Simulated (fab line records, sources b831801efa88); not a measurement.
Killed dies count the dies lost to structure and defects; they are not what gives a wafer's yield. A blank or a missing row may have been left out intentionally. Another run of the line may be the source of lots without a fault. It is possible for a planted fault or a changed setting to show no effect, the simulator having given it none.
fab line records	flow sky130
record: lots: 12	wafers: 36	last-day: 50
route steps=708 shown LI_CONTACT@376 VIA3@588 METAL5@675 PASSIVATION@681 PAD_OPEN@708
lots that met no fault: taken from a fault-free run of the same line
start-h: hours from the record's first day to the start of the lot's first wafer shown	wait-h: how many hours have passed since the lot's step before this one	" identical to the entry in the row above	L1.1+2: a row that stands for several wafers	- either no value or no given start	* or withheld: withheld	< > ~ a bound
route shown NAME@n: NAME is a module with steps in the file, n the number in the route of the first one	usual: the fault-free wafers' mean and standard deviation	same: alike in all rows	chamber/n: place in a boat	sites: readings site by site	_std_site: the standard deviation of these	_edge_site: the outer-site mean with the inner-site mean subtracted	radius-mm: how far each site lies from the wafer's centre	mask NAME#n: copy n	behind: tool/chamber where the wafer was last shaped	hold: cause of the lot's hold/its duration in hours/its outcome	device: whichever transistor did not switch (one of n, p or np)	end of line: tests of these same wafers at the route's end	for a step that has no rows: nothing shown but its recipe	killed: the dies lost at the first sort to structure and to defects; this is not the yield of the wafer	map: a wafer's dies, x killed, . not, _ none there
set.NAME: setting as actually run; set.NAME@STEP: the setting as run at that earlier step	model.NAME: the simulator's own value behind a step, which no gauge read
a sample of lots followed through the steps of the route, with each step as a table and each wafer as a row
services: when a tool's chamber went out of use (start-h, in hours from the record's first day, below 0 if earlier), for how many hours, and the reason
== steps ==
step: SKY_LI_CONTACT_ETCH_14
recipe: chemistry: N2/H2	target: BARC	ion-energy-ev: 200	source-w: 500	bias-w: 100	pressure-mtorr: 30	n2-flow-sccm: 100	h2-flow-sccm: 200	stop-on: SiO2	time-s: 45.9	target-depth-a: 600
usual: chamber-pressure-mTorr: 29.998/0.027	drypump-motor-current-A: 6.0/0.55	oes-product-au: 0.855/0.0048	throttle-valve-pct: 13.224/0.0088
lot.wafer	tool	chamber	start-h	wait-h	chamber-pressure-mTorr	drypump-motor-current-A	oes-product-au	rf-hours-counter-h	throttle-valve-pct
L243.1	rie-diel-04	0	699.70	0.0	29.969	6.1	0.853	0	13.211
L243.2	"	2	"	"	30.014	6.1	0.853	1	13.216
L243.3	"	1	"	"	29.964	6.7	0.860	6	13.225
L245.1	rie-diel-01	1	713.23	0.0	29.994	5.8	0.860	19	13.240
L245.4	"	3	"	"	30.011	5.9	0.867	7	13.220
L245.5	"	2	"	"	29.993	6.4	0.850	-	13.239
L246.1	rie-diel-02	3	726.68	0.0	30.006	5.5	0.856	12	13.231
L246.2	"	0	"	"	30.019	5.0	0.850	8	13.239
L246.3	"	1	"	"	30.050	4.9	0.850	2	13.222
L247.2	rie-diel-04	3	731.80	0.0	29.968	6.1	0.854	4	13.226
L247.5	"	2	"	"	29.992	6.2	0.857	-	13.230
L247.6	"	1	"	"	29.962	6.7	0.865	-	13.221
L248.3	rie-diel-01	2	739.05	0.0	29.964	6.4	0.853	12	13.230
L248.4	"	3	"	"	29.996	5.9	0.863	-	13.212
L248.6	"	2	"	"	29.979	6.4	0.852	-	13.224
L250.1	rie-diel-04	1	776.68	0.0	30.031	6.7	0.856	7	13.220
L250.2	"	3	"	"	29.993	6.1	0.850	5	13.222
L250.4	"	2	"	"	30.013	6.1	0.857	3	13.201
L252.1	rie-diel-01	0	784.28	0.0	29.977	6.7	0.858	1	13.233
L252.2	"	3	"	"	29.939	5.9	0.854	9	13.228
L252.3	"	1	"	"	29.983	5.8	0.851	20	13.219
L257.2	rie-diel-01	1	809.88	0.0	30.039	5.8	0.852	21	13.216
L257.3	"	0	"	"	29.990	6.7	0.855	2	13.235
L257.5	"	2	"	"	30.049	6.4	0.852	-	13.220
L258.2	rie-diel-02	1	814.68	0.0	30.037	4.9	0.856	5	13.219
L258.3	"	3	"	"	29.989	5.5	0.848	15	13.230
L258.5	"	1	"	"	30.019	4.9	0.857	-	13.225
L261.1	rie-diel-04	3	830.30	0.0	30.016	6.1	0.846	6	13.236
L261.3	"	2	"	"	29.971	6.1	0.855	4	13.228
L261.6	"	0	"	"	29.981	6.1	0.846	-	13.210
L263.1	rie-diel-04	2	851.83	0.0	29.998	6.1	0.860	4	13.222
L263.2	"	0	"	"	30.011	6.1	0.863	3	13.227
L263.5	"	2	"	"	29.963	6.1	0.849	-	13.220
L264.2	rie-diel-02	1	855.40	0.0	30.015	4.9	0.856	6	13.231
L264.3	"	3	"	"	29.948	5.5	0.855	16	13.218
L264.5	"	3	"	"	30.017	5.5	0.856	-	13.218
step: SKY_VIA3_ETCH_15
recipe: target: SiO2	chemistry: C4F8/O2/Ar	target-depth-nm: 507	stop-on: TiN	mask-material: KrF-thick	source-w: 1500	bias-w: 1200	pressure-mtorr: 40	c4f8-flow-sccm: withheld	O2_flow_sccm: 6	Ar_flow_sccm: 300	time-s: 78
usual: chamber-pressure-mTorr: 39.99/0.041	oes-product-au: 0.946/0.0042
lot.wafer	tool	chamber	start-h	wait-h	chamber-pressure-mTorr	oes-product-au	rf-hours-counter-h
L243.1	rie-diel-03	3	950.92	0.0	40.03	0.949	12
L243.2	"	0	"	"	40.01	0.942	27
L243.3	"	2	"	"	40.00	0.946	7
L245.1	rie-diel-03	2	961.55	0.0	39.98	0.949	7
L245.4	"	2	"	"	39.93	0.945	-
L245.5	"	3	"	"	39.96	0.942	-
L246.1	rie-diel-01	0	971.90	0.0	39.92	0.941	7
L246.2	"	3	"	"	40.04	0.944	15
L246.3	"	1	"	"	39.98	0.950	27
L247.2	rie-diel-03	3	977.55	0.0	40.02	0.951	13
L247.5	"	1	"	"	39.91	0.943	-
L247.6	"	3	"	"	40.06	0.944	-
L248.3	rie-diel-02	3	988.02	0.0	39.98	0.951	20
L248.4	"	0	"	"	39.97	0.950	15
L248.6	"	2	"	"	40.05	0.940	-
L250.1	rie-diel-03	0	1019.90	0.0	39.98	0.942	1
L250.2	"	1	"	"	40.01	0.940	2
L250.4	"	2	"	"	39.98	0.949	9
L252.1	rie-diel-01	1	1024.47	0.0	40.04	0.939	29
L252.2	"	2	"	"	40.02	0.945	20
L252.3	"	3	"	"	39.97	0.947	17
L257.2	rie-diel-02	1	1048.00	0.0	40.01	0.949	12
L257.3	"	0	"	"	39.99	0.942	18
L257.5	"	0	"	"	39.95	0.953	-
L258.2	rie-diel-01	0	1052.17	0.0	40.03	0.941	10
L258.3	"	2	"	"	40.04	0.948	21
L258.5	"	1	"	"	40.04	0.946	-
L261.1	rie-diel-02	1	1064.65	0.0	39.92	0.944	13
L261.3	"	2	"	"	39.98	0.950	9
L261.6	"	0	"	"	39.98	0.946	-
L263.1	rie-diel-03	3	1083.85	0.0	39.91	0.952	16
L263.2	"	2	"	"	39.97	0.947	11
L263.5	"	3	"	"	39.96	0.950	-
L264.2	rie-diel-02	1	1086.25	0.0	40.06	0.952	13
L264.3	"	2	"	"	40.04	0.941	9
L264.5	"	2	"	"	40.01	0.940	-
step: SKY_METAL5_DESCUM_14
recipe: chemistry: O2	source-power-w: 150	bias-power-w: 0	pressure-mtorr: 10	temp-c: 40	time-s: 11
usual: chamber-pressure-mTorr: 10.000/0.0087	drypump-motor-current-A: 5.63/0.27	oes-product-au: 0.994/0.0082
lot.wafer	tool	chamber	start-h	wait-h	chamber-pressure-mTorr	drypump-motor-current-A	oes-product-au	rf-hours-counter-h
L243.1	rie-metal-04	1	1050.20	0.1	10.012	5.75	0.993	12
L243.2	"	0	"	"	10.000	5.68	0.987	19
L243.3	"	0	"	"	10.002	5.68	0.988	-
L245.1	rie-metal-03	1	1060.85	0.1	9.999	5.99	0.995	11
L245.4	"	0	"	"	9.995	5.61	1.003	-
L245.5	"	1	"	"	10.013	5.94	0.991	-
L246.1	rie-metal-04	1	1069.25	0.1	10.006	5.75	0.993	14
L246.2	"	1	"	"	10.010	5.76	0.994	-
L246.3	"	1	"	"	10.003	5.74	0.994	-
L247.2	rie-metal-03	0	1073.90	0.1	10.000	5.65	0.993	16
L247.5	"	0	"	"	10.014	5.64	0.991	-
L247.6	"	1	"	"	9.995	5.98	0.988	-
L248.3	rie-metal-03	0	1084.84	0.1	10.001	5.59	1.002	-
L248.4	"	1	"	"	9.988	5.99	1.001	-
L248.6	"	0	"	"	10.007	5.57	0.999	-
L250.1	rie-metal-01	0	1112.25	0.1	9.999	5.61	0.992	22
L250.2	"	1	"	"	9.997	5.13	0.992	11
L250.4	"	0	"	"	10.009	5.63	0.983	-
L252.1	rie-metal-03	1	1116.85	0.1	10.004	5.96	1.002	16
L252.2	"	0	"	"	10.011	5.59	0.999	19
L252.3	"	0	"	"	9.987	5.62	0.999	-
L257.2	rie-metal-01	1	1136.95	0.1	10.003	5.10	0.980	13
L257.3	"	1	"	"	10.008	5.09	0.989	-
L257.5	"	1	"	"	10.012	5.08	0.982	-
L258.2	rie-metal-01	1	1140.26	0.1	9.995	5.08	0.991	-
L258.3	"	1	"	"	10.001	5.09	0.982	-
L258.5	"	1	"	"	9.990	5.09	0.972	-
L261.1	rie-metal-03	1	1150.45	0.1	10.002	5.96	1.000	18
L261.3	"	0	"	"	10.002	5.62	0.994	-
L261.6	"	1	"	"	9.996	5.96	0.996	-
L263.1	rie-metal-01	1	1168.70	0.1	10.029	5.11	0.994	16
L263.2	"	0	"	"	10.002	5.63	0.998	26
L263.5	"	1	"	"	10.010	5.14	0.994	-
L264.2	rie-metal-04	1	1169.15	0.1	9.999	5.75	0.993	24
L264.3	"	0	"	"	10.003	5.63	0.991	-
L264.5	"	1	"	"	10.008	5.76	0.985	-
step: SKY_PASSIVATION_CVD_00
recipe: material: SiO2	target-thk-nm: 90	temp-c: 400	time-s: withheld	rf-w: 600
usual: heater-power-w: 627/75
lot.wafer	tool	chamber	start-h	wait-h	heater-power-w
L243.1	pecvd-02	2	1051.06	0.0	692
L243.2	"	1	"	"	537
L243.3	"	0	"	"	660
L245.1	pecvd-01	1	1061.77	0.0	504
L245.4	"	1	"	"	521
L245.5	"	0	"	"	607
L246.1	pecvd-02	0	1070.42	0.0	745
L246.2	"	1	"	"	622
L246.3	"	2	"	"	687
L247.2	pecvd-02	1	1074.77	0.0	619
L247.5	"	0	"	"	725
L247.6	"	2	"	"	650
L248.3	pecvd-03	1	1085.69	0.0	601
L248.4	"	1	"	"	595
L248.6	"	0	"	"	686
L250.1	pecvd-03	0	1113.11	0.0	689
L250.2	"	1	"	"	534
L250.4	"	0	"	"	690
L252.1	pecvd-01	1	1117.74	0.0	653
L252.2	"	0	"	"	656
L252.3	"	1	"	"	639
L257.2	pecvd-03	0	1137.84	0.0	645
L257.3	"	2	"	"	476
L257.5	"	0	"	"	667
L258.2	pecvd-03	0	1141.39	0.0	667
L258.3	"	1	"	"	509
L258.5	"	0	"	"	699
L261.1	pecvd-01	1	1151.41	0.0	632
L261.3	"	0	"	"	590
L261.6	"	0	"	"	593
L263.1	pecvd-03	0	1169.89	0.0	743
L263.2	"	1	"	"	586
L263.5	"	2	"	"	592
L264.2	pecvd-01	2	1170.14	0.0	696
L264.3	"	0	"	"	571
L264.5	"	2	"	"	725
step: SKY_PAD_OPEN_PROBE_99
usual: killed_at_M0_to_M3: 43/7.3	killed_at_M4_up: 3.2/1.9	killed-at-contacts: 25/5.4	killed-at-front-end: 16/4.4	killed-at-other: 0.4/0.66	killed-dies: 87/11	killed-open: 48/7.9	killed-short: 39/6.5
same: gross-dies: 492	killed-at-back-side: 0
lot.wafer	tool	chamber	start-h	wait-h	killed_at_M0_to_M3	killed_at_M4_up	killed-at-contacts	killed-at-front-end	killed-at-other	killed-dies	killed-open	killed-short
L257.2	prober-01	-	1178.49	0.1	38	2	69	17	0	126	49	27
L257.3	prober-01	-	1178.54	0.2	50	5	22	21	0	98	40	58
L257.5	prober-01	-	1178.64	0.2	48	1	29	15	0	93	56	36
killed by level:class
L257.2 LI_CONTACT:unspecified=50 VIA2:geometric-particle:open=11 LI_CONTACT:geometric-particle:open=8 VIA1:geometric-particle:open=7 FIELD_ISO:geometric-particle:open=6 CONTACT:geometric-particle:open=5 METAL2:geometric-particle:short=5 FIELD_ISO:geometric-particle:short=4
L257.3 VIA1:geometric-particle:open=11 FIELD_ISO:geometric-particle:short=9 METAL3:geometric-particle:short=7 VIA2:geometric-particle:open=6 METAL1:geometric-particle:short=5 POLY_GATE:geometric-particle:short=5 LI_CONTACT:geometric-particle:open=5 CONTACT:geometric-particle:short=5
L257.5 LI_CONTACT:geometric-particle:open=13 VIA3:geometric-particle:open=12 VIA1:geometric-particle:open=10 CONTACT:geometric-particle:open=7 FIELD_ISO:geometric-particle:open=5 METAL2:geometric-particle:short=5 METAL1:geometric-particle:short=5 CONTACT:geometric-particle:short=4
== services ==
tool	chamber	start-h	hours	kind
rie-diel-04	0	684.17	8.3	repair
rie-diel-02	-	702.13	0.7	repair
pecvd-03	0	705.32	2.8	repair
pecvd-03	-	707.56	0.7	repair
rie-metal-03	-	708.33	0.6	repair
rie-diel-02	1	709.85	4.5	repair
rie-metal-03	1	734.00	30.3	repair
rie-diel-03	2	737.54	2.6	repair
rie-diel-01	3	755.92	11.7	repair
rie-diel-02	0	770.72	1.8	repair
rie-diel-01	2	771.81	16.7	repair
rie-diel-02	0	820.93	12.0	repair
rie-diel-01	1	870.50	6.3	repair
rie-diel-01	1	893.08	2.8	repair
rie-diel-01	0	925.03	1.4	repair
rie-diel-02	0	935.89	9.9	repair
rie-diel-02	-	954.36	2.8	pm
rie-diel-01	2	964.28	9.0	repair
rie-diel-02	-	971.54	0.1	repair
rie-diel-02	1	1002.41	2.3	repair
rie-diel-01	3	1042.27	23.9	repair
rie-diel-01	0	1045.41	2.9	repair
rie-diel-02	0	1117.98	3.1	repair
rie-diel-02	0	1139.77	3.2	repair
== key ==
first-sign: step: SKY_PAD_OPEN_PROBE_99	reading: killed-at-contacts	direction: up	sigmas: 8.2	usual: 25	struck: 69
effect: step: SKY_PAD_OPEN_PROBE_99	reading: killed-dies	direction: up	sigmas: 3.6	usual: 87	struck: 126
met-at SKY_LI_CONTACT_ETCH_14
struck-lots L257
struck-wafers L257.2
tester-left-out L257
not-acting-at SKY_VIA3_ETCH_15,SKY_METAL5_DESCUM_14,SKY_PASSIVATION_CVD_00
onset-between 784.28 809.88
fault: kind: chamber-particle-source	tool: rie-diel-01	chamber: 1	onset-h: 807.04	steps: SKY_LI_CONTACT_ETCH_14	rate-per-visit-cm2: 2.2295	end-h: 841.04
tester-left-out: of these lots the tester's yield and bins aren't shown, on N5 and GAA mostly nor the transistor test; their killed dies are dies lost to structure and defects alone, not to doping, threshold or leakage, so they don't give the yield
